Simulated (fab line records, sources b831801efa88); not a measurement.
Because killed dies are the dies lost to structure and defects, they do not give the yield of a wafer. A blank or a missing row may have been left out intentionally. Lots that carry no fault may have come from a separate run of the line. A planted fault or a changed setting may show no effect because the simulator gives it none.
fab line records	flow sfq_line
record: lots: 7	wafers: 19	last_day: 95
route steps=325 shown I0@47 M1@58 I1@73 M2@88 M8@325
lots untouched by any fault: they come from a run of this same line in which no faults occurred
start_h: start of the lot's first displayed wafer, in hours after the record's first day	wait_h: hours since the lot's step before	" repeats the value in the row above	L1.1+2: a row that stands for several wafers	- value missing, or start not given	* or withheld: withheld	< > ~ a bound
route shown NAME@n: a module of which the file shows steps, and the number in the route of the first	usual: average and standard deviation across the fault-free wafers	same: alike in all rows	chamber/n: place in a boat	sites: each site's reading	_std_site: standard deviation across them	_edge_site: inner sites' mean taken away from outer sites' mean	radius_mm: for every site, how far away it sits from the centre of the wafer	mask NAME#n: copy n	behind: the most recent tool/chamber to have shaped the wafer	hold: why the lot went on hold/how many hours it stayed there/how the hold came to an end	device: the n, p or np transistor that did not switch	end of line: the tests these same wafers got at the end of their route	where a step has no rows: the recipe by itself	killed: the dies lost at the first sort to structure and to defects; this is not the yield of the wafer	map: a wafer's dies, x killed, . not, _ none there
set.NAME: the setting that was run; set.NAME@STEP: the one run at that earlier step	model.NAME: the simulator's own value behind a step, which no gauge read
a table for each step, a row for each wafer; lots at some steps of the route
services: when a tool's chamber went out of use (start_h, in hours from the record's first day, below 0 if earlier), for how many hours, and the reason
== steps ==
step: SFQ_TRILAYER_I0_VIA_LITHO_COAT_036
recipe: resist: BARC	spin_rpm: 3000	resist_thk_nm: 62
step: SFQ_TRILAYER_I0_VIA_LITHO_COAT_031
recipe: resist: KrF	spin_rpm: 3000	resist_thk_nm: 650
step: SFQ_TRILAYER_I0_VIA_LITHO_SOFTBAKE_035
recipe: temp_c: withheld	time_s: withheld	resist: KrF
step: SFQ_TRILAYER_I0_VIA_LITHO_EXPOSE_032
recipe: mask_id: I0	na: 0.6	source_shape: conventional	sigma_outer: 0.65	target_cd_nm: 500	dose_mj: 21.3
step: SFQ_TRILAYER_I0_VIA_LITHO_PEB_034
recipe: peb_temp_c: 115	peb_time_s: 60	resist: KrF
step: SFQ_TRILAYER_I0_VIA_LITHO_DEVELOP_033
recipe: time_s: 60	resist: KrF
step: SFQ_I0_OVL_MEAS_908
usual: I0_OVL: 0/5
lot.wafer	tool	chamber	start_h	wait_h	I0_OVL[nm]
L791.2	overlay-01	-	398.60	0.1	-4
L791.3	"	-	"	"	-4
L791.5	"	-	"	"	-3
L799.1	overlay-01	-	511.97	0.1	8
L799.4	"	-	"	"	8
L799.5	"	-	"	"	6
L808.1	overlay-02	-	590.71	0.1	-2
L808.5	"	-	"	"	-3
L809.2	overlay-01	-	603.92	0.1	-5
L809.5	"	-	"	"	-4
L809.6	"	-	"	"	-2
L810.1	overlay-02	-	620.71	0.1	6
L810.2	"	-	"	"	5
L811.1	overlay-02	-	626.71	0.1	-18
L811.5	"	-	"	"	-4
L811.6	"	-	"	"	-12
L813.1	overlay-02	-	650.83	0.1	2
L813.3	"	-	"	"	0
L813.6	"	-	"	"	2
step: SFQ_TRILAYER_I0_VIA_BARC_OPEN_VIA_ETCH_046
recipe: mask_material: PR	chemistry: O2	target_depth_nm: 125	target: BARC	source_w: 500	bias_w: 80	pressure_mtorr: 30	time_s: 41.7
step: SFQ_TRILAYER_I0_VIA_ETCH_VIA_ETCH_034
recipe: target: SiO2	stop_on: Nb	mask_material: PR	taper_deg: 20	chemistry: CHF3	target_depth_nm: 260	source_w: 500	bias_w: 80	pressure_mtorr: 30	time_s: withheld
usual: drypump_motor_current_A: 5.5/0.37	oes_product_au: 0.855/0.0055
lot.wafer	tool	chamber	start_h	wait_h	drypump_motor_current_A	oes_product_au
L791.2	rie_diel-01	3	398.67	0.0	5.6	0.852
L791.3	"	1	"	"	5.4	0.854
L791.5	"	0	"	"	5.6	0.842
L799.1	rie_diel-04	2	512.04	0.0	4.9	0.855
L799.4	"	0	"	"	5.0	0.849
L799.5	"	1	"	"	5.8	0.855
L808.1	rie_diel-04	2	590.79	0.0	4.9	0.854
L808.5	"	2	"	"	4.9	0.855
L809.2	rie_diel-03	1	603.99	0.0	5.6	0.850
L809.5	"	0	"	"	5.6	0.859
L809.6	"	1	"	"	5.6	0.859
L810.1	rie_diel-04	0	620.79	0.0	5.0	0.855
L810.2	"	1	"	"	5.9	0.849
L811.1	rie_diel-03	3	626.79	0.0	5.3	0.863
L811.5	"	1	"	"	5.6	0.854
L811.6	"	0	"	"	5.6	0.851
L813.1	rie_diel-01	1	650.91	0.0	5.4	0.844
L813.3	"	3	"	"	5.6	0.850
L813.6	"	1	"	"	5.4	0.861
step: SFQ_TRILAYER_I0_VIA_STRIP_STRIP_035
recipe: gas: O2	power_w: 200	platen_temp_c: 40	overash_fraction: 0.65	chemistry: O2	pressure_mtorr: 50
usual: drypump_motor_current_A: 5.42/0.18	oes_product_au: 1.006/0.0099
lot.wafer	tool	chamber	start_h	wait_h	drypump_motor_current_A	oes_product_au	rf_hours_counter_h
L791.2	rie_metal-01	1	398.78	-	5.38	1.019	128
L791.3	"	1	"	"	5.37	1.016	-
L791.5	"	1	"	"	5.37	1.025	-
L799.1	rie_metal-04	0	512.16	-	5.27	0.995	10
L799.4	"	1	"	"	5.16	0.996	-
L799.5	"	1	"	"	5.17	0.997	-
L808.1	rie_metal-04	1	590.90	-	5.16	0.994	31
L808.5	"	1	"	"	5.15	0.993	-
L809.2	rie_metal-01	0	604.10	-	5.41	1.005	82
L809.5	"	0	"	"	5.38	1.003	-
L809.6	"	1	"	"	5.37	1.012	-
L810.1	rie_metal-03	1	620.90	-	5.80	1.014	37
L810.2	"	1	"	"	5.78	1.014	-
L811.1	rie_metal-01	1	626.90	-	5.38	1.006	5
L811.5	"	1	"	"	5.36	1.008	-
L811.6	"	0	"	"	5.39	1.003	-
L813.1	rie_metal-01	0	651.02	-	5.38	1.001	87
L813.3	"	0	"	"	5.39	1.002	-
L813.6	"	1	"	"	5.36	1.003	-
step: SFQ_TRILAYER_I0_VIA_STRIP_SOLV_CLEAN_036
recipe: chemistry: NMP	temp_c: 70	time_s: 600
step: SFQ_TRILAYER_M1_DEP_PRE_CLEAN_038
recipe: gas: Ar	time_s: 22.5	bias_v: 250
step: SFQ_TRILAYER_M1_DEP_SPUTTER_037
recipe: material: Nb	base_pressure_pa: 1.33e-06	chamber_pressure_pa: 0.1333	substrate_temp_c: 20	resputter_cathode_voltage_v: 400	target_thk_nm: 200	power_w: 2000	time_s: 133.3
usual: resputter_cathode_voltage_v: 400/4.1	throttle_valve_pct: 30.3/1
lot.wafer	tool	chamber	start_h	wait_h	resputter_cathode_voltage_v	throttle_valve_pct	model.Nb_of_TRILAYER_M1_DEP_SPUTTER_037.thk_nm
L791.2	pvd_sputter-05	-	399.60	0.0	393	31.4	195.6
L791.3	"	-	"	"	405	30.7	194.5
L791.5	"	-	"	"	405	31.9	195.9
L799.1	pvd_sputter-03	-	512.96	0.0	403	30.1	197.4
L799.4	"	-	"	"	396	29.9	198.3
L799.5	"	-	"	"	399	31.2	198.8
L808.1	pvd_sputter-03	-	591.70	0.0	404	29.9	183.4
L808.5	"	-	"	"	400	31.3	182
L809.2	pvd_sputter-03	-	604.90	0.0	405	29.9	200.9
L809.5	"	-	"	"	403	29.8	190
L809.6	"	-	"	"	397	31.1	201.7
L810.1	pvd_sputter-03	-	622.30	0.0	402	29.9	188.8
L810.2	"	-	"	"	403	29.9	199.3
L811.1	pvd_sputter-05	-	627.70	0.0	398	31.4	201.6
L811.5	"	-	"	"	402	28.0	200.3
L811.6	"	-	"	"	393	31.5	200.2
L813.1	pvd_sputter-05	-	651.83	0.0	395	31.3	197.4
L813.3	"	-	"	"	400	27.9	197.6
L813.6	"	-	"	"	406	31.4	196
step: SFQ_M1_RS_MEAS_909
recipe: thk_meas_gauge: four-point-probe	reads: Nb_of_TRILAYER_M1_DEP_SPUTTER_037
usual: M1_NB_RS: 0.893/0.01
lot.wafer	tool	chamber	start_h	wait_h	hold	M1_NB_RS[ohm/sq]
L791.2	film_metro-04	-	399.71	0.1	-	0.912
L791.3	"	-	"	"	-	0.913
L791.5	"	-	"	"	-	0.910
L799.1	film_metro-03	-	513.05	0.0	-	0.902
L799.4	"	-	"	"	-	0.899
L799.5	"	-	"	"	-	0.895
L808.1	film_metro-04	-	591.79	0.0	await_dispo/0.2h/release	0.972
L808.5	"	-	"	"	await_dispo/0.2h/release	0.977
L808.1	film_metro-04	-	592.08	0.3	-	0.972
L808.5	"	-	"	"	-	0.979
L809.2	film_metro-02	-	605.01	0.1	await_dispo/0.2h/release	0.887
L809.5	"	-	"	"	await_dispo/0.2h/release	0.934
L809.6	"	-	"	"	await_dispo/0.2h/release	0.881
L809.2	film_metro-02	-	605.30	0.3	-	0.884
L809.5	"	-	"	"	-	0.939
L809.6	"	-	"	"	-	0.882
L810.1	film_metro-04	-	622.39	0.0	await_dispo/0.2h/release	0.943
L810.2	"	-	"	"	await_dispo/0.2h/release	0.894
L810.1	film_metro-04	-	622.68	0.3	-	0.943
L810.2	"	-	"	"	-	0.891
L811.1	film_metro-04	-	627.79	0.0	-	0.885
L811.5	"	-	"	"	-	0.888
L811.6	"	-	"	"	-	0.890
L813.1	film_metro-04	-	651.92	0.0	-	0.901
L813.3	"	-	"	"	-	0.903
L813.6	"	-	"	"	-	0.909
step: SFQ_TRILAYER_M1_LITHO_COAT_039
recipe: resist: KrF	spin_rpm: 3000	resist_thk_nm: 600
step: SFQ_TRILAYER_M1_LITHO_SOFTBAKE_043
recipe: temp_c: withheld	time_s: withheld	resist: KrF
step: SFQ_TRILAYER_M1_LITHO_EXPOSE_040
recipe: mask_id: M1	na: 0.6	source_shape: conventional	sigma_outer: 0.65	target_cd_nm: 500	dose_mj: 14.4
step: SFQ_TRILAYER_M1_LITHO_PEB_042
recipe: peb_temp_c: 115	peb_time_s: 60	resist: KrF
step: SFQ_TRILAYER_M1_LITHO_DEVELOP_041
recipe: time_s: 60	resist: KrF
step: SFQ_M1_OVL_MEAS_911
usual: M1_OVL: 2/6.7
lot.wafer	tool	chamber	start_h	wait_h	M1_OVL[nm]
L791.2	overlay-02	-	561.22	0.1	3
L791.3	"	-	"	"	4
L791.5	"	-	"	"	7
L799.1	overlay-02	-	673.63	0.1	6
L799.4	"	-	"	"	8
L799.5	"	-	"	"	8
L808.1	overlay-01	-	753.62	0.1	3
L808.5	"	-	"	"	-4
L809.2	overlay-01	-	764.43	0.1	2
L809.5	"	-	"	"	-1
L809.6	"	-	"	"	1
L810.1	overlay-02	-	781.45	0.1	-4
L810.2	"	-	"	"	-2
L811.1	overlay-02	-	783.85	0.1	2
L811.5	"	-	"	"	2
L811.6	"	-	"	"	-3
L813.1	overlay-02	-	805.45	0.1	1
L813.3	"	-	"	"	2
L813.6	"	-	"	"	6
step: SFQ_TRILAYER_M1_BARC_OPEN_METAL_ETCH_054
recipe: mask_material: PR	chemistry: O2	target_depth_nm: 125	target: BARC	icp_w: 600	bias_w: 80	pressure_mtorr: 10	time_s: 41.7
step: SFQ_TRILAYER_M1_ETCH_METAL_ETCH_042
recipe: target: Nb	stop_on: SiO2	mask_material: PR	chemistry: Cl2/Ar	target_depth_nm: 240	icp_w: 600	bias_w: 80	pressure_mtorr: 10	time_s: 120
usual: drypump_motor_current_A: 5.6/0.36	oes_product_au: 0.892/0.0073
lot.wafer	tool	chamber	start_h	wait_h	drypump_motor_current_A	oes_product_au	rf_hours_counter_h
L791.2	rie_metal-03	1	561.31	0.0	5.8	0.879	29
L791.3	"	1	"	"	5.8	0.878	-
L791.5	"	1	"	"	5.8	0.877	-
L799.1	rie_metal-02	1	673.73	0.0	6.4	0.884	40
L799.4	"	1	"	"	6.4	0.879	-
L799.5	"	0	"	"	5.3	0.900	-
L808.1	rie_metal-01	1	753.72	0.0	5.4	0.855	25
L808.5	"	1	"	"	5.3	0.847	-
L809.2	rie_metal-01	0	764.52	0.0	5.4	0.893	102
L809.5	"	0	"	"	5.4	0.861	-
L809.6	"	1	"	"	5.4	0.898	-
L810.1	rie_metal-03	0	781.55	0.0	5.5	0.868	79
L810.2	"	1	"	"	5.8	0.891	50
L811.1	rie_metal-01	1	783.95	0.0	5.4	0.896	29
L811.5	"	0	"	"	5.4	0.893	-
L811.6	"	1	"	"	5.4	0.898	-
L813.1	rie_metal-03	0	805.55	0.0	5.5	0.881	82
L813.3	"	0	"	"	5.5	0.895	-
L813.6	"	1	"	"	5.8	0.884	-
step: SFQ_TRILAYER_M1_STRIP_STRIP_043
recipe: gas: O2	power_w: 200	platen_temp_c: 40	overash_fraction: 0.65	chemistry: O2	pressure_mtorr: 50
step: SFQ_TRILAYER_M1_STRIP_SOLV_CLEAN_044
recipe: chemistry: NMP	temp_c: 70	time_s: 600
step: SFQ_TRILAYER_I1_DEP_PECVD_045
recipe: material: SiO2	temp_c: 150	time_s: 111.11	pressure_torr: 2.4	rf_w: 183.3	precursor: SiH4/N2O	target_thk_nm: 500
usual: heater_power_w: 94/14	throttle_valve_pct: 24.6/0.97
lot.wafer	tool	chamber	start_h	wait_h	heater_power_w	throttle_valve_pct
L791.2	pecvd-02	2	562.21	0.0	109	26.5
L791.3	"	0	"	"	83	26.0
L791.5	"	2	"	"	115	26.4
L799.1	pecvd-02	1	674.65	0.0	101	23.6
L799.4	"	1	"	"	103	23.6
L799.5	"	0	"	"	83	23.2
L808.1	pecvd-01	0	754.64	0.0	81	24.3
L808.5	"	1	"	"	89	26.1
L809.2	pecvd-02	1	765.42	0.0	100	23.9
L809.5	"	0	"	"	74	23.7
L809.6	"	2	"	"	120	24.7
L810.1	pecvd-01	1	782.45	0.0	99	26.1
L810.2	"	2	"	"	100	24.4
L811.1	pecvd-02	2	784.85	0.0	104	24.8
L811.5	"	2	"	"	107	24.8
L811.6	"	0	"	"	73	23.3
L813.1	pecvd-04	2	806.45	0.0	89	26.0
L813.3	"	0	"	"	88	24.2
L813.6	"	2	"	"	89	25.6
step: SFQ_TRILAYER_I1_CMP_CMP_046
recipe: material: SiO2	down_force_psi: 3	platen_rpm: 60	pad_velocity_m_s: 0.94248
step: SFQ_I1_BOW_MEAS_912
recipe: mode: bow
usual: I1_BOW: 1/6.9
lot.wafer	tool	chamber	start_h	wait_h	I1_BOW[um]
L791.2	film_metro-01	-	565.31	1.5	-10
L791.3	"	-	"	"	10
L791.5	"	-	"	"	-8
L799.1	film_metro-02	-	677.72	2.0	10
L799.4	"	-	"	"	7
L799.5	"	-	"	"	-4
L808.1	film_metro-01	-	758.30	1.5	-3
L808.5	"	-	"	"	-7
L809.2	film_metro-03	-	770.32	1.5	4
L809.5	"	-	"	"	1
L809.6	"	-	"	"	0
L810.1	film_metro-01	-	785.52	1.0	6
L810.2	"	-	"	"	5
L811.1	film_metro-01	-	788.52	1.5	2
L811.5	"	-	"	"	4
L811.6	"	-	"	"	2
L813.1	film_metro-03	-	812.52	1.5	10
L813.3	"	-	"	"	10
L813.6	"	-	"	"	-3
step: SFQ_TRILAYER_I1_METRO_MEASURE_047
usual: thk_nm: 200.1/1.1
lot.wafer	tool	chamber	start_h	wait_h	thk_nm
L791.2	film_metro-01	-	565.61	0.3	201.0
L791.3	"	-	"	"	200.2
L791.5	"	-	"	"	200.1
L799.1	film_metro-02	-	677.84	0.1	201.1
L799.4	"	-	"	"	200.7
L799.5	"	-	"	"	199.8
L808.1	film_metro-01	-	758.42	0.1	200.3
L808.5	"	-	"	"	199.5
L809.2	film_metro-03	-	770.62	0.3	200.2
L809.5	"	-	"	"	199.6
L809.6	"	-	"	"	201.5
L810.1	film_metro-01	-	785.64	0.1	198.4
L810.2	"	-	"	"	198.6
L811.1	film_metro-01	-	788.64	0.1	199.6
L811.5	"	-	"	"	198.4
L811.6	"	-	"	"	198.8
L813.1	film_metro-03	-	812.64	0.1	199.5
L813.3	"	-	"	"	200.5
L813.6	"	-	"	"	196.9
step: SFQ_TRILAYER_I1_VIA_LITHO_COAT_054
recipe: resist: BARC	spin_rpm: 3000	resist_thk_nm: 62
step: SFQ_TRILAYER_I1_VIA_LITHO_COAT_049
recipe: resist: KrF	spin_rpm: 3000	resist_thk_nm: 650
step: SFQ_TRILAYER_I1_VIA_LITHO_SOFTBAKE_053
recipe: temp_c: withheld	time_s: withheld	resist: KrF
step: SFQ_TRILAYER_I1_VIA_LITHO_EXPOSE_050
recipe: mask_id: I1	na: 0.6	source_shape: conventional	sigma_outer: 0.65	target_cd_nm: 500	dose_mj: 21.3
step: SFQ_TRILAYER_I1_VIA_LITHO_PEB_052
recipe: peb_temp_c: 115	peb_time_s: 60	resist: KrF
step: SFQ_TRILAYER_I1_VIA_LITHO_DEVELOP_051
recipe: time_s: 60	resist: KrF
step: SFQ_I1_OVL_MEAS_913
usual: I1_OVL: 1/4.8
lot.wafer	tool	chamber	start_h	wait_h	I1_OVL[nm]
L791.2	overlay-02	-	572.58	0.1	1
L791.3	"	-	"	"	1
L791.5	"	-	"	"	7
L799.1	overlay-01	-	703.43	0.1	8
L799.4	"	-	"	"	7
L799.5	"	-	"	"	2
L808.1	overlay-01	-	778.05	0.1	-7
L808.5	"	-	"	"	-3
L809.2	overlay-01	-	779.25	0.1	0
L809.5	"	-	"	"	6
L809.6	"	-	"	"	-3
L810.1	overlay-02	-	789.78	0.1	-9
L810.2	"	-	"	"	-7
L811.1	overlay-01	-	792.09	0.1	1
L811.5	"	-	"	"	1
L811.6	"	-	"	"	3
L813.1	overlay-01	-	820.79	0.1	0
L813.3	"	-	"	"	1
L813.6	"	-	"	"	-3
step: SFQ_TRILAYER_I1_VIA_BARC_OPEN_VIA_ETCH_071
recipe: mask_material: PR	chemistry: O2	target_depth_nm: 125	target: BARC	source_w: 500	bias_w: 80	pressure_mtorr: 30	time_s: 41.7
step: SFQ_TRILAYER_I1_VIA_ETCH_VIA_ETCH_052
recipe: target: SiO2	stop_on: Nb	mask_material: PR	taper_deg: 20	chemistry: CHF3	target_depth_nm: 260	source_w: 500	bias_w: 80	pressure_mtorr: 30	time_s: withheld
step: SFQ_TRILAYER_I1_VIA_STRIP_STRIP_053
recipe: gas: O2	power_w: 200	platen_temp_c: 40	overash_fraction: 0.65	chemistry: O2	pressure_mtorr: 50
usual: drypump_motor_current_A: 5.5/0.44	oes_product_au: 1.003/0.0081
lot.wafer	tool	chamber	start_h	wait_h	drypump_motor_current_A	oes_product_au	rf_hours_counter_h
L791.2	rie_metal-04	0	572.76	-	5.3	1.001	15
L791.3	"	0	"	"	5.3	1.003	-
L791.5	"	1	"	"	5.2	0.999	-
L799.1	rie_metal-02	1	703.62	-	6.4	0.997	44
L799.4	"	0	"	"	5.3	1.004	-
L799.5	"	0	"	"	5.3	1.002	-
L808.1	rie_metal-01	0	778.23	-	5.4	1.002	104
L808.5	"	0	"	"	5.4	1.002	-
L809.2	rie_metal-04	0	779.43	-	5.3	1.004	43
L809.5	"	0	"	"	5.3	0.992	-
L809.6	"	1	"	"	5.2	1.007	-
L810.1	rie_metal-01	1	789.97	-	5.4	1.016	29
L810.2	"	0	"	"	5.4	1.004	105
L811.1	rie_metal-01	1	792.28	-	5.4	1.004	30
L811.5	"	1	"	"	5.4	1.007	-
L811.6	"	0	"	"	5.4	1.007	-
L813.1	rie_metal-04	1	820.98	-	5.2	1.008	64
L813.3	"	1	"	"	5.2	1.008	-
L813.6	"	0	"	"	5.3	1.009	-
step: SFQ_TRILAYER_I1_VIA_STRIP_SOLV_CLEAN_054
recipe: chemistry: NMP	temp_c: 70	time_s: 600
step: SFQ_TRILAYER_M2_DEP_PRE_CLEAN_056
recipe: gas: Ar	time_s: 22.5	bias_v: 250
step: SFQ_M8_BOW_MEAS_951
recipe: mode: bow
usual: M8_BOW: 8/9.7
lot.wafer	tool	chamber	start_h	wait_h	M8_BOW[um]	model.etest.m1.ohm_um	model.etest.i0.link_ohm	model.etest.m1.ohm_sq	model.etest.i1.link_ohm
L791.2	film_metro-04	-	1881.85	0.0	-10	1.812	1.993	0.91	1.98
L791.3	"	-	"	"	10	1.827	2.002	0.9148	1.972
L791.5	"	-	"	"	-8	1.817	1.993	0.9086	1.966
L799.1	film_metro-04	-	1972.25	0.0	26	1.809	1.986	0.9017	1.976
L799.4	"	-	"	"	22	1.802	1.985	0.8976	1.973
L799.5	"	-	"	"	12	1.785	1.976	0.8951	1.97
L808.1	film_metro-01	-	2180.08	0.0	8	1.94	2.066	0.9704	2.036
L808.5	"	-	"	"	5	1.954	2.084	0.9776	2.041
L809.2	film_metro-04	-	2252.86	0.0	10	1.771	1.964	0.886	1.954
L809.5	"	-	"	"	8	1.872	2.005	0.9365	1.996
L809.6	"	-	"	"	7	1.76	1.956	0.8821	1.949
L810.1	film_metro-01	-	2257.64	0.0	18	1.9	2.029	0.9428	2.023
L810.2	"	-	"	"	15	1.782	1.984	0.8929	1.96
L811.1	film_metro-01	-	2258.84	0.0	10	1.775	1.963	0.8828	1.97
L811.5	"	-	"	"	11	1.779	1.956	0.8883	1.962
L811.6	"	-	"	"	11	1.782	1.962	0.889	1.973
L813.1	film_metro-01	-	2270.97	0.0	13	1.822	1.984	0.9017	1.965
L813.3	"	-	"	"	13	1.815	1.99	0.9007	1.963
L813.6	"	-	"	"	1	1.81	1.989	0.908	1.982
== services ==
tool	chamber	start_h	hours	kind
pecvd-02	-	378.15	2.0	repair
pecvd-02	-	382.03	5.5	pm
pecvd-02	-	392.28	1.2	repair
rie_metal-01	-	422.46	0.2	repair
pecvd-02	-	426.31	0.5	repair
pvd_sputter-03	-	427.33	1.2	repair
rie_metal-03	1	443.79	8.5	repair
rie_metal-04	0	458.12	19.4	repair
rie_metal-03	-	498.99	4.9	repair
rie_metal-04	0	518.06	14.3	repair
pvd_sputter-03	-	523.77	3.4	repair
pecvd-02	-	524.72	0.7	repair
film_metro-01	-	551.18	1.2	pm
pecvd-02	-	563.75	14.0	pm
rie_metal-03	-	578.56	1.0	repair
pecvd-02	0	578.73	21.6	repair
film_metro-01	-	588.80	2.5	repair
film_metro-01	-	592.24	0.5	pm
film_metro-01	-	593.80	0.4	pm
rie_metal-03	0	599.35	48.2	repair
rie_metal-04	-	600.07	0.4	repair
pvd_sputter-03	-	617.97	2.3	repair
rie_metal-03	1	627.63	16.1	repair
pecvd-02	1	731.67	2.3	repair
== key ==
first_sign: step: SFQ_M1_RS_MEAS_909	reading: visit	direction: added
effect: step: SFQ_M1_RS_MEAS_909	reading: M1_NB_RS	direction: up	sigmas: 6.1	usual: 0.893	struck: 0.957
effect: step: SFQ_TRILAYER_M1_ETCH_METAL_ETCH_042	reading: oes_product_au	direction: down	sigmas: 4.6	usual: 0.892	struck: 0.857
model_effect: step: SFQ_TRILAYER_M1_DEP_SPUTTER_037	value: Nb_of_TRILAYER_M1_DEP_SPUTTER_037.thk_nm	without: 198.1	struck: 186
model_effect: step: SFQ_M8_BOW_MEAS_951	value: etest.m1.ohm_um	without: 1.8	struck: 1.917
met_at SFQ_TRILAYER_M1_DEP_SPUTTER_037
struck_wafers L808.1,L808.5,L809.5,L810.1
onset_between 512.96 591.70
fault: kind: process_parameter_drift	tool: pvd_sputter-03	chamber: -	onset_h: 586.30	steps: SFQ_TRILAYER_M1_DEP_SPUTTER_037	channel: target_thk_nm	offset: -12.026	shape: step	end_h: 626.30	scope: struck_wafers_only	acts_in: these_recipes_only	stated: 200
